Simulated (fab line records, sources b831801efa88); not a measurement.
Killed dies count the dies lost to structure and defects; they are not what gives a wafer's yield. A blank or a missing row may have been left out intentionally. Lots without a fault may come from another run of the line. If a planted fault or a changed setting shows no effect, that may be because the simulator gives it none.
fab line records	flow sky130
record: lots: 5	wafers: 15	last-day: 50
route steps=708 shown VIA2@521 METAL3@532 CAPM@537 PAD_OPEN@708
lots that met no fault: from a run of the same line without faults
start-h: start of the lot's first displayed wafer, in hours after the record's first day	wait-h: how many hours have passed since the lot's step before this one	" as in the row above	L1.1+2: one row covering several wafers at once	- either no value or no given start	* or withheld: withheld	< > ~ a bound
route shown NAME@n: names a module that has steps shown in the file, with the first one's number in the route	usual: the fault-free wafers' mean and standard deviation	same: alike in all rows	chamber/n: place in a boat	sites: each site's reading	_std_site: standard deviation across them	_edge_site: outer sites' mean less inner sites'	radius-mm: how far each site lies from the wafer's centre	mask NAME#n: copy n	behind: the tool/chamber that last shaped the wafer	hold: reason for holding the lot/hours on hold/outcome of the hold	device: whichever transistor did not switch (one of n, p or np)	end of line: the tests these same wafers got at the end of their route	a step with no rows: only its recipe	killed: at the first sort, the dies lost to defects and structure; wafer yield is something else	map: per-die view of a wafer (x killed, . not killed, _ where there is no die)
set.NAME: the setting the step ran with; set.NAME@STEP: the setting that earlier step ran with	model.NAME: the simulator's own value behind a step, which no gauge read
lots at selected steps of the route; one table per step, one row per wafer
services: a tool's chamber out of use, with start hour (start-h, from the record's first day; less than 0 if before it), hours out, and reason
== steps ==
step: SKY_VIA2_ETCH_14
recipe: chemistry: N2/H2	target: BARC	ion-energy-ev: 200	source-w: 500	bias-w: 100	pressure-mtorr: 30	n2-flow-sccm: 100	h2-flow-sccm: 200	stop-on: SiO2	time-s: 45.9	target-depth-a: 600
usual: chamber-pressure-mTorr: 30.00/0.032	drypump-motor-current-A: 5.5/0.41	h2-flow-sccm: 200.0/0.57	oes-product-au: 0.854/0.0048	rf-fwd-power-W: 494.9/1.8	throttle-valve-pct: 13.226/0.0081
lot.wafer	tool	chamber	start-h	wait-h	chamber-pressure-mTorr	drypump-motor-current-A	h2-flow-sccm	oes-product-au	rf-fwd-power-W	rf-hours-counter-h	throttle-valve-pct
L275.1	rie-diel-04	3	846.48	0.0	30.01	4.8	199.3	0.852	495.8	9	13.215
L275.2	"	1	"	"	30.01	5.0	198.8	0.851	497.6	18	13.233
L275.4	"	2	"	"	29.95	5.7	200.4	0.861	493.6	5	13.228
L277.2	rie-diel-01	1	862.77	0.0	29.99	4.9	200.0	0.865	492.9	2	13.231
L277.3	"	2	"	"	29.96	5.8	200.4	0.856	495.6	7	13.221
L277.6	"	0	"	"	30.08	5.9	200.6	0.853	496.0	-	13.230
L287.1	rie-diel-04	3	949.23	0.0	29.98	4.8	200.4	0.851	492.9	13	13.223
L287.2	"	0	"	"	29.96	5.5	201.3	0.856	497.2	9	13.229
L287.3	"	2	"	"	29.99	5.7	199.2	0.856	494.1	9	13.219
L294.1	rie-diel-02	2	988.73	0.0	29.93	5.8	200.3	0.852	492.5	19	13.231
L294.3	"	3	"	"	30.04	5.4	199.0	0.860	490.3	4	13.220
L294.4	"	1	"	"	30.01	6.4	200.7	0.853	495.9	6	13.220
L297.2	rie-diel-01	1	1009.08	0.0	30.02	4.9	200.8	0.855	493.2	7	13.228
L297.3	"	2	"	"	30.00	5.8	200.3	0.855	497.3	11	13.222
L297.4	"	0	"	"	30.01	5.9	199.9	0.854	496.0	23	13.231
step: SKY_VIA2_ETCH_15
recipe: target: SiO2	chemistry: C4F8/O2/Ar	target-depth-nm: 546	stop-on: TiN	mask-material: KrF-thick	source-w: 1500	bias-w: 1200	pressure-mtorr: 40	c4f8-flow-sccm: withheld	O2_flow_sccm: 6	Ar_flow_sccm: 300	time-s: 84
step: SKY_VIA2_STRIP_16
recipe: chemistry: O2/N2	power-w: 1400	pressure-mtorr: 1500	platen-temp-c: withheld	o2-flow-sccm: 3000	n2-flow-sccm: 300	overash-fraction: 0.5
step: SKY_VIA2_STRIP_17
recipe: chemistry: post-etch-residue-remover	time-s: 1200	temp-c: 72.5
step: SKY_VIA2_CLEAN_18
recipe: chemistry: IPA	time-s: 180	temp-c: 25
step: SKY_VIA2_CLEAN_19
recipe: chemistry: O3/DIW	dry: n2-spin
step: SKY_VIA2_SPUTTER_20
recipe: material: TiN	target-thk-nm: 20	chamber-pressure-pa: 5	power-w: 4000	time-s: 80
usual: throttle-valve-pct: 30.1/0.92
lot.wafer	tool	chamber	start-h	wait-h	throttle-valve-pct
L275.1	pvd-sputter-01	-	847.24	0.0	30.6
L275.2	"	-	"	"	30.7
L275.4	"	-	"	"	31.2
L277.2	pvd-sputter-01	-	863.47	0.0	29.3
L277.3	"	-	"	"	30.6
L277.6	"	-	"	"	30.8
L287.1	pvd-sputter-03	-	949.93	0.0	29.5
L287.2	"	-	"	"	30.9
L287.3	"	-	"	"	30.1
L294.1	pvd-sputter-03	-	989.43	0.0	29.2
L294.3	"	-	"	"	29.8
L294.4	"	-	"	"	31.2
L297.2	pvd-sputter-01	-	1009.82	0.0	29.3
L297.3	"	-	"	"	30.7
L297.4	"	-	"	"	31.2
step: SKY_VIA2_CVD_21
recipe: material: W	target-thk-nm: 420	time-s: 126.4	temp-c: 400	pressure-torr: 40
usual: heater-power-w: 825/28
lot.wafer	tool	chamber	start-h	wait-h	heater-power-w
L275.1	cvd-w-02	1	847.30	0.0	817
L275.2	"	0	"	"	834
L275.4	"	1	"	"	825
L277.2	cvd-w-02	0	863.53	0.0	865
L277.3	"	0	"	"	890
L277.6	"	1	"	"	834
L287.1	cvd-w-02	1	949.99	0.0	826
L287.2	"	0	"	"	777
L287.3	"	0	"	"	804
L294.1	cvd-w-02	1	989.49	0.0	794
L294.3	"	0	"	"	793
L294.4	"	1	"	"	785
L297.2	cvd-w-01	0	1009.88	0.0	852
L297.3	"	0	"	"	884
L297.4	"	1	"	"	824
step: SKY_VIA2_RS_MEAS_22
recipe: thk-meas-gauge: four-point-probe	reads: W_of_VIA2_CVD_21+TiN_of_VIA2_SPUTTER_20
usual: VIA2_W_RS: 0.2754/0.0024
lot.wafer	tool	chamber	start-h	wait-h	VIA2_W_RS[ohm/sq]
L275.1	film-metro-01	-	847.43	0.1	0.2725
L275.2	"	-	"	"	0.2733
L275.4	"	-	"	"	0.2714
L277.2	film-metro-01	-	863.68	0.1	0.2746
L277.3	"	-	"	"	0.2761
L277.6	"	-	"	"	0.2796
L287.1	film-metro-02	-	950.12	0.1	0.2769
L287.2	"	-	"	"	0.2751
L287.3	"	-	"	"	0.2762
L294.1	film-metro-02	-	989.62	0.1	0.2772
L294.3	"	-	"	"	0.2749
L294.4	"	-	"	"	0.2778
L297.2	film-metro-04	-	1010.03	0.1	0.2801
L297.3	"	-	"	"	0.2751
L297.4	"	-	"	"	0.2785
step: SKY_VIA2_THK_MEAS_23
recipe: thk-meas-gauge: xrf	reads: W_of_VIA2_CVD_21
usual: VIA2_W_THK: 387/6.1
lot.wafer	tool	chamber	start-h	wait-h	VIA2_W_THK[nm]
L275.1	film-metro-01	-	847.55	0.1	387
L275.2	"	-	"	"	386
L275.4	"	-	"	"	387
L277.2	film-metro-01	-	863.79	0.1	385
L277.3	"	-	"	"	380
L277.6	"	-	"	"	377
L287.1	film-metro-02	-	950.24	0.1	385
L287.2	"	-	"	"	385
L287.3	"	-	"	"	384
L294.1	film-metro-02	-	989.74	0.1	393
L294.3	"	-	"	"	390
L294.4	"	-	"	"	388
L297.2	film-metro-04	-	1010.14	0.1	388
L297.3	"	-	"	"	396
L297.4	"	-	"	"	391
step: SKY_VIA2_CMP_24
recipe: stop-on: SiO2	t-overpolish-s: 20	down-force-psi: 3.5	platen-rpm: 60	target-thk-nm: 0	pad-velocity-m-s: 0.94248
step: SKY_METAL3_SPUTTER_00
recipe: material: Ti	target-thk-nm: 15	power-w: 3000	time-s: 10	chamber-pressure-pa: 0.4
step: SKY_METAL3_SPUTTER_01
recipe: material: TiN	target-thk-nm: 20	power-w: 6500	time-s: 16.7	chamber-pressure-pa: 0.4
usual: throttle-valve-pct: 29.7/1.1
lot.wafer	tool	chamber	start-h	wait-h	throttle-valve-pct
L275.1	pvd-sputter-02	-	847.94	0.0	29.8
L275.2	"	-	"	"	28.1
L275.4	"	-	"	"	29.2
L277.2	pvd-sputter-04	-	864.16	0.0	30.4
L277.3	"	-	"	"	30.8
L277.6	"	-	"	"	30.9
L287.1	pvd-sputter-01	-	950.77	0.0	31.6
L287.2	"	-	"	"	29.2
L287.3	"	-	"	"	30.6
L294.1	pvd-sputter-04	-	990.12	0.0	30.4
L294.3	"	-	"	"	29.5
L294.4	"	-	"	"	28.4
L297.2	pvd-sputter-02	-	1010.51	0.0	28.1
L297.3	"	-	"	"	28.6
L297.4	"	-	"	"	29.8
step: SKY_METAL3_SPUTTER_02
recipe: material: AlCu	target-thk-nm: 735	power-w: 10600	time-s: 39.1	chamber-pressure-pa: 0.4
usual: throttle-valve-pct: 29.8/1
lot.wafer	tool	chamber	start-h	wait-h	throttle-valve-pct
L275.1	pvd-sputter-02	-	847.96	0.0	30.3
L275.2	"	-	"	"	28.2
L275.4	"	-	"	"	29.2
L277.2	pvd-sputter-04	-	864.19	0.0	30.2
L277.3	"	-	"	"	30.6
L277.6	"	-	"	"	30.9
L287.1	pvd-sputter-01	-	950.79	0.0	31.3
L287.2	"	-	"	"	29.4
L287.3	"	-	"	"	30.7
L294.1	pvd-sputter-04	-	990.15	0.0	30.4
L294.3	"	-	"	"	29.6
L294.4	"	-	"	"	28.3
L297.2	pvd-sputter-02	-	1010.54	0.0	28.2
L297.3	"	-	"	"	28.6
L297.4	"	-	"	"	30.2
step: SKY_METAL3_SPUTTER_03
recipe: material: Ti	target-thk-nm: 5	power-w: 3000	time-s: 3.3	chamber-pressure-pa: 0.4
step: SKY_METAL3_SPUTTER_04
recipe: material: TiN	target-thk-nm: 70	power-w: 6500	time-s: 58.3	chamber-pressure-pa: 0.4
step: SKY_CAPM_CVD_00
recipe: material: SiO2	target-thk-nm: 15.5	temp-c: 400	time-s: withheld	rf-w: 450
step: SKY_CAPM_THK_MEAS_01
recipe: reads: SiO2_of_CAPM_CVD_00
usual: CAPM_CVD_00_THK: 15.50/0.21
lot.wafer	tool	chamber	start-h	wait-h	CAPM_CVD_00_THK[nm]
L275.1	film-metro-03	-	848.10	-	15.53
L275.2	"	-	"	"	15.72
L275.4	"	-	"	"	15.83
L277.2	film-metro-02	-	864.32	-	15.13
L277.3	"	-	"	"	15.08
L277.6	"	-	"	"	15.39
L287.1	film-metro-03	-	950.92	-	15.18
L287.2	"	-	"	"	15.43
L287.3	"	-	"	"	15.06
L294.1	film-metro-04	-	990.29	-	15.60
L294.3	"	-	"	"	15.61
L294.4	"	-	"	"	15.82
L297.2	film-metro-03	-	1010.68	-	15.20
L297.3	"	-	"	"	15.41
L297.4	"	-	"	"	15.56
step: SKY_CAPM_SPUTTER_02
recipe: material: TiN	target-thk-nm: 200	temp-c: 300	power-w: 6334	time-s: 166.7	chamber-pressure-pa: 0.4
step: SKY_CAPM_RS_MEAS_03
recipe: thk-meas-gauge: four-point-probe	reads: TiN_of_CAPM_SPUTTER_02
usual: CAPM_TIN_RS: 7.10/0.072
lot.wafer	tool	chamber	start-h	wait-h	CAPM_TIN_RS[ohm/sq]
L275.1	film-metro-02	-	848.27	0.1	7.08
L275.2	"	-	"	"	7.12
L275.4	"	-	"	"	7.01
L277.2	film-metro-02	-	864.50	0.1	7.14
L277.3	"	-	"	"	7.08
L277.6	"	-	"	"	7.17
L287.1	film-metro-04	-	951.09	0.1	7.24
L287.2	"	-	"	"	7.07
L287.3	"	-	"	"	7.15
L294.1	film-metro-04	-	990.46	0.1	6.99
L294.3	"	-	"	"	6.97
L294.4	"	-	"	"	7.02
L297.2	film-metro-02	-	1010.85	0.1	7.04
L297.3	"	-	"	"	7.11
L297.4	"	-	"	"	7.13
step: SKY_CAPM_THK_MEAS_04
recipe: thk-meas-gauge: xrf	reads: TiN_of_CAPM_SPUTTER_02
usual: CAPM_TIN_THK: 193.5/2.4
lot.wafer	tool	chamber	start-h	wait-h	CAPM_TIN_THK[nm]
L275.1	film-metro-02	-	848.39	0.1	194.6
L275.2	"	-	"	"	194.7
L275.4	"	-	"	"	197.6
L277.2	film-metro-02	-	864.61	0.1	194.3
L277.3	"	-	"	"	196.4
L277.6	"	-	"	"	192.5
L287.1	film-metro-04	-	951.21	0.1	190.0
L287.2	"	-	"	"	193.7
L287.3	"	-	"	"	192.1
L294.1	film-metro-04	-	990.58	0.1	196.1
L294.3	"	-	"	"	197.3
L294.4	"	-	"	"	196.3
L297.2	film-metro-02	-	1010.96	0.1	195.2
L297.3	"	-	"	"	193.5
L297.4	"	-	"	"	192.5
step: SKY_CAPM_DEHYDRATE_05
recipe: temp-c: 200	time-s: 60
step: SKY_CAPM_HMDS_06
recipe: prime-time-s: 60	prime-temp-c: 120
step: SKY_CAPM_COAT_07
recipe: resist: NOVOLAK	spin-rpm: 3000	resist-thk-nm: 1140
step: SKY_CAPM_SOFTBAKE_08
recipe: temp-c: 90	time-s: 60	resist: NOVOLAK
step: SKY_CAPM_EXPOSE_09
recipe: mask-id: CAPM	na: 0.6	source-shape: conventional	sigma-outer: 0.6	polarization: unpolarized	target-cd-nm: 1000	dose-mj: 159
step: SKY_CAPM_PEB_10
recipe: temp-c: withheld	time-s: *	resist: NOVOLAK
step: SKY_CAPM_DEVELOP_11
recipe: resist: NOVOLAK	developer: TMAH	develop-time-s: 60	dev-temp-c: 23.45
step: SKY_CAPM_OVL_MEAS_12
usual: CAPM_OVL: -0.6/1.5
lot.wafer	tool	chamber	start-h	wait-h	CAPM_OVL[nm]
L275.1	overlay-02	-	874.17	0.1	-1.6
L275.2	"	-	"	"	-0.4
L275.4	"	-	"	"	-0.2
L277.2	overlay-01	-	890.55	0.1	-0.5
L277.3	"	-	"	"	0.7
L277.6	"	-	"	"	-0.5
L287.1	overlay-02	-	975.26	0.1	1.0
L287.2	"	-	"	"	-1.1
L287.3	"	-	"	"	-1.5
L294.1	overlay-01	-	1013.88	0.1	-0.3
L294.3	"	-	"	"	-0.5
L294.4	"	-	"	"	-1.5
L297.2	overlay-01	-	1033.28	0.1	-1.2
L297.3	"	-	"	"	-1.7
L297.4	"	-	"	"	-0.6
step: SKY_CAPM_METAL_ETCH_13
recipe: target-depth-nm: 220	stop-on: SiO2	chemistry: Cl2/BCl3	target: TiN	pressure-mtorr: 10	icp-w: 900	bias-w: 48.5	Cl2_flow_sccm: 60	bcl3-flow-sccm: 30	time-s: 62.9
step: SKY_CAPM_STRIP_14
recipe: chemistry: O2/N2	power-w: 1400	pressure-mtorr: 1500	platen-temp-c: withheld	o2-flow-sccm: 3000	n2-flow-sccm: 300	overash-fraction: 0.5
usual: chamber-pressure-mTorr: 1500.0/1.5	drypump-motor-current-A: 5.72/0.17	oes-product-au: 0.710/0.0049	strip-time-to-endpoint-s: 12.65/0.043
lot.wafer	tool	chamber	start-h	wait-h	chamber-pressure-mTorr	drypump-motor-current-A	oes-product-au	rf-hours-counter-h	strip-time-to-endpoint-s
L275.1	plasma-asher-01	0	874.29	0.1	1499.2	6.09	0.713	103	12.71
L275.2	"	1	"	"	1500.4	5.60	0.709	103	12.64
L275.4	"	1	"	"	1501.4	5.62	0.714	-	12.65
L277.2	plasma-asher-02	0	890.66	0.1	1499.5	5.64	0.714	14	12.62
L277.3	"	1	"	"	1502.3	5.52	0.711	-	12.65
L277.6	"	0	"	"	1500.2	5.65	0.713	-	12.62
L287.1	plasma-asher-02	1	975.46	0.1	1499.5	5.53	0.721	23	12.69
L287.2	"	0	"	"	1499.3	5.63	0.711	23	12.66
L287.3	"	1	"	"	1498.7	5.55	0.706	-	12.65
L294.1	plasma-asher-04	1	1013.99	0.1	1499.9	5.75	0.708	59	12.63
L294.3	"	1	"	"	1499.8	5.76	0.710	-	12.55
L294.4	"	0	"	"	1498.9	5.78	0.711	-	12.64
L297.2	plasma-asher-02	0	1033.52	0.1	1497.8	5.64	0.711	29	12.66
L297.3	"	1	"	"	1499.9	5.51	0.701	-	12.68
L297.4	"	0	"	"	1498.9	5.62	0.707	-	12.66
step: SKY_CAPM_STRIP_15
recipe: chemistry: post-etch-residue-remover	time-s: 1200	temp-c: 72.5
step: SKY_CAPM_CLEAN_16
recipe: chemistry: IPA	time-s: 180	temp-c: 25
step: SKY_CAPM_CLEAN_17
recipe: chemistry: O3/DIW	dry: n2-spin
step: SKY_METAL3_DEHYDRATE_05
recipe: temp-c: 200	time-s: 60
step: SKY_METAL3_HMDS_06
recipe: prime-time-s: 60	prime-temp-c: 120
step: SKY_METAL3_COAT_07
recipe: resist: BARC	temp-c: withheld	time-s: withheld	spin-rpm: 3000	resist-thk-nm: 60
step: SKY_METAL3_COAT_08
recipe: resist: KrF-thick	spin-rpm: 3000	resist-thk-nm: 1140
step: SKY_METAL3_SOFTBAKE_09
recipe: temp-c: 100	time-s: 90	resist: KrF-thick
step: SKY_METAL3_EXPOSE_10
recipe: mask-id: MM3	na: 0.68	source-shape: annular	sigma-inner: 0.4	sigma-outer: 0.8	target-cd-nm: 300	dose-mj: 28
step: SKY_METAL3_PEB_11
recipe: peb-temp-c: withheld	peb-time-s: withheld	resist: KrF-thick
step: SKY_METAL3_DEVELOP_12
recipe: develop-time-s: 60	resist: KrF-thick	dev-temp-c: 21
step: SKY_PAD_OPEN_PROBE_99
usual: defect-limited-yield: 82.6/2	killed_at_M0_to_M3: 43/7.6	killed_at_M4_up: 2.9/1.9	killed-at-contacts: 24/5	killed-at-front-end: 15/4.3	killed-at-other: 0.3/0.54	killed-dies: 85/10	killed-open: 47/7	killed-short: 38/6.4	sort_bin_3_pad_short: 0.8/0.4	sort_bin_5_function: 10.3/1.6	sort_bin_6_memory: 6.2/1.1	sort-n-pass: 407/10	sort-yield-pct: 82.6/2
same: gross-dies: 492	killed-at-back-side: 0	sort_bin_4_leakage[%]: 0	sort_bin_8_speed[%]: 0
lot.wafer	tool	chamber	start-h	wait-h	defect-limited-yield[%]	killed_at_M0_to_M3	killed_at_M4_up	killed-at-contacts	killed-at-front-end	killed-at-other	killed-dies	killed-open	killed-short	sort_bin_3_pad_short[%]	sort_bin_5_function[%]	sort_bin_6_memory[%]	sort-n-pass	sort-yield-pct[%]	model.etest.tester.sort-n-pass	model.etest.tester.sort-yield-pct	model.etest.tester.sort_bin_5_pct	model.etest.tester.sort_bin_3_pct
L277.2	prober-02	-	1088.39	0.1	81.7	47	3	24	15	1	90	52	38	0.6	11.2	6.5	402	81.7	402	81.71	11.18	0.6098
L277.3	prober-02	-	1088.44	0.2	81.5	46	5	21	19	0	91	46	45	1.6	11.0	5.9	401	81.5	401	81.5	10.98	1.626
L277.6	prober-02	-	1088.59	0.2	80.9	41	9	18	25	1	94	55	39	0	10.6	8.5	398	80.9	398	80.89	10.57	0
L287.1	prober-02	-	1154.79	0.1	86.6	26	2	22	16	0	66	37	29	0.8	8.7	3.9	426	86.6	426	86.59	8.74	0.813
L287.2	prober-02	-	1154.84	0.1	84.3	40	2	26	9	0	77	38	39	0.8	10.2	4.7	415	84.3	415	84.35	10.16	0.813
L287.3	prober-02	-	1154.89	0.2	81.1	36	4	34	19	0	93	51	42	0.4	10.8	7.7	399	81.1	399	81.1	10.77	0.4065
L294.1	prober-01	-	1185.97	0.1	78.9	56	2	23	23	0	104	56	48	0.6	13.2	7.3	388	78.9	388	78.86	13.21	0.6098
L294.3	prober-01	-	1186.07	0.2	81.1	53	0	27	13	0	93	53	40	1.0	9.8	8.1	399	81.1	399	81.1	9.756	1.016
L294.4	prober-01	-	1186.12	0.2	82.7	48	3	24	10	0	85	46	39	1.6	9.6	6.1	407	82.7	407	82.72	9.553	1.626
L297.2	prober-02	-	1199.43	0.1	82.3	43	6	15	23	0	87	44	43	0.2	10.0	7.5	405	82.3	405	82.32	9.959	0.2033
L297.3	prober-02	-	1199.48	0.2	80.9	48	5	23	18	0	94	52	42	0.8	11.6	6.7	398	80.9	398	80.89	11.59	0.813
L297.4	prober-02	-	1199.53	0.2	71.7	105	2	16	16	0	139	41	40	2.2	18.7	7.3	353	71.7	353	71.75	18.7	2.236
killed by level:class
L277.2 LI_CONTACT:geometric-particle:open=9 VIA3:geometric-particle:open=8 VIA1:geometric-particle:short=7 CONTACT:geometric-particle:open=6 METAL2:geometric-particle:short=6 VIA2:geometric-particle:open=6 POLY_GATE:geometric-particle:open=5 VIA3:geometric-particle:short=5
L277.3 VIA3:geometric-particle:open=9 VIA1:geometric-particle:open=8 FIELD_ISO:geometric-particle:short=7 LI_CONTACT:geometric-particle:open=7 CONTACT:geometric-particle:open=7 METAL2:geometric-particle:short=7 METAL1:geometric-particle:short=6 METAL3:geometric-particle:short=5
L277.6 VIA1:geometric-particle:open=9 LI_CONTACT:geometric-particle:open=8 FIELD_ISO:geometric-particle:open=7 FIELD_ISO:geometric-particle:short=6 POLY_GATE:geometric-particle:open=5 CONTACT:geometric-particle:open=5 VIA1:geometric-particle:short=5 VIA2:geometric-particle:open=5
L287.1 CONTACT:geometric-particle:short=10 VIA1:geometric-particle:open=10 CONTACT:geometric-particle:open=9 FIELD_ISO:geometric-particle:short=5 FIELD_ISO:geometric-particle:open=4 VIA2:geometric-particle:open=4 VIA3:geometric-particle:open=4 VIA1:geometric-particle:short=3
L287.2 CONTACT:geometric-particle:open=11 METAL1:geometric-particle:short=6 LI_CONTACT:geometric-particle:open=6 VIA1:geometric-particle:open=6 CONTACT:geometric-particle:short=5 VIA2:geometric-particle:open=5 VIA3:geometric-particle:short=5 VIA1:geometric-particle:short=4
L287.3 VIA1:geometric-particle:open=9 CONTACT:geometric-particle:short=9 LI_CONTACT:geometric-particle:open=8 VIA3:geometric-particle:open=8 CONTACT:geometric-particle:open=7 LI_CONTACT:geometric-particle:short=5 METAL2:geometric-particle:short=5 FIELD_ISO:geometric-particle:short=4
L294.1 VIA1:geometric-particle:open=11 VIA3:geometric-particle:open=10 VIA2:geometric-particle:open=9 LOCAL_INTERCONNECT:geometric-particle:short=7 POLY_GATE:geometric-particle:open=6 METAL1:geometric-particle:short=6 VIA1:geometric-particle:short=5 CONTACT:geometric-particle:short=5
L294.3 CONTACT:geometric-particle:open=11 VIA1:geometric-particle:open=10 LI_CONTACT:geometric-particle:open=7 VIA1:geometric-particle:short=7 METAL2:geometric-particle:short=7 METAL1:geometric-particle:short=6 VIA2:geometric-particle:open=6 VIA3:geometric-particle:open=6
L294.4 CONTACT:geometric-particle:open=10 VIA1:geometric-particle:open=8 VIA2:geometric-particle:open=7 LI_CONTACT:geometric-particle:open=7 METAL1:geometric-particle:short=7 METAL2:geometric-particle:short=7 LI_CONTACT:geometric-particle:short=5 VIA3:geometric-particle:short=4
L297.2 FIELD_ISO:geometric-particle:open=9 FIELD_ISO:geometric-particle:short=9 VIA1:geometric-particle:open=7 VIA1:geometric-particle:short=6 VIA3:geometric-particle:open=6 LOCAL_INTERCONNECT:geometric-particle:short=5 METAL1:geometric-particle:short=5 CONTACT:geometric-particle:open=5
L297.3 VIA1:geometric-particle:open=11 CONTACT:geometric-particle:open=9 FIELD_ISO:geometric-particle:open=8 VIA3:geometric-particle:open=8 FIELD_ISO:geometric-particle:short=6 VIA2:geometric-particle:open=6 VIA1:geometric-particle:short=6 LOCAL_INTERCONNECT:geometric-particle:short=5
L297.4 METAL3:unspecified=58 FIELD_ISO:geometric-particle:short=9 VIA3:geometric-particle:open=9 VIA1:geometric-particle:open=7 METAL2:geometric-particle:short=7 CONTACT:geometric-particle:open=6 VIA2:geometric-particle:open=5 VIA1:geometric-particle:short=5
map L297.4 (x killed, . not)
__________...xx....._________
________........xxx..._______
______....x.x.x........._____
_____..x...x.....x..xx...____
____.x.......x..x..x.....x___
___x.xx....................__
__......x.xx........x...x..x_
_.......x.......xx......xx...
_..xx.x..x.................x.
_..x....x.x.x............x...
_.......x...xx........x......
_............x.x......x......
_..xxx...x.x....x......x....x
_..........x....x......xx....
_......x....xxxxxx..........x
__........xxxxxxxx...x......_
___.......xxxxxxxxx.x..x...__
____x.....xxxxxxxxxxx...xx___
_____....xxxxxxxxxxx...x.____
______....xxxxxxxxxx..x._____
________x...xxxxxx...._______
__________.xxxxx..x._________
map L275.2 (x killed, . not)
__________.x.....x.._________
________..x....xx....._______
______x.......x.......x._____
_____x.......x....x......____
____xx...x..x.xx..........___
___x..x.x............x...x.__
__x....xx....xxxx..........._
_.........xx..x....x.........
_..x..........xx....x.....x..
_.......x.xx.x..x.xx.........
_.x.........xx..x....x.....xx
_xx..x..x..x..x..x...........
_.......x.....x.x....x.......
_.........x...x......x.......
_..x...........x...x.x.......
__....x.x...x.....xx.....x.x_
___...xx......xx..x..x.....__
____....xx........x.......___
_____.x....x.............____
______.x.xx.xxxx........_____
________x......x......_______
__________x........._________
== services ==
tool	chamber	start-h	hours	kind
plasma-asher-02	-	831.02	2.7	repair
rie-diel-01	0	831.13	16.3	repair
cvd-w-02	-	831.65	6.9	pm
rie-diel-04	1	857.28	132.0	repair
plasma-asher-01	-	869.28	0.9	repair
pvd-sputter-01	0	873.30	-	consumable-replace:kit
rie-diel-01	1	889.88	3.0	repair
rie-diel-01	-	901.19	2.8	pm
cvd-w-02	-	904.00	14.0	pm
rie-diel-02	3	912.52	9.1	repair
rie-diel-01	1	930.33	10.4	repair
rie-diel-01	2	941.44	3.8	repair
pvd-sputter-03	-	963.24	2.3	repair
plasma-asher-01	-	963.39	1.2	repair
pvd-sputter-03	-	963.60	0.6	repair
plasma-asher-01	-	971.42	11.7	repair
plasma-asher-01	-	1005.52	0.3	repair
pvd-sputter-02	-	1006.96	3.3	repair
rie-diel-04	2	1014.35	3.0	repair
cvd-w-02	1	1016.18	3.1	repair
pvd-sputter-04	-	1016.84	0.5	repair
cvd-w-02	-	1017.11	0.6	repair
rie-diel-02	3	1020.12	2.8	repair
rie-diel-04	2	1031.03	4.7	repair
== key ==
first-sign: step: SKY_PAD_OPEN_PROBE_99	reading: killed_at_M0_to_M3	direction: up	sigmas: 8.1	usual: 43	struck: 105
effect: step: SKY_PAD_OPEN_PROBE_99	reading: defect-limited-yield	direction: down	sigmas: 5.3	usual: 82.6	struck: 71.7
model-effect: step: SKY_PAD_OPEN_PROBE_99	value: etest.tester.sort-n-pass	without: 405	struck: 353
met-at SKY_METAL3_SPUTTER_01
struck-wafers L297.4
onset-between 847.94 1010.51
fault: kind: chamber-particle-source	tool: pvd-sputter-02	chamber: -	onset-h: 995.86	steps: SKY_METAL3_SPUTTER_01	rate-per-visit-cm2: 0.9122	end-h: 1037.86	scope: struck-wafers-only
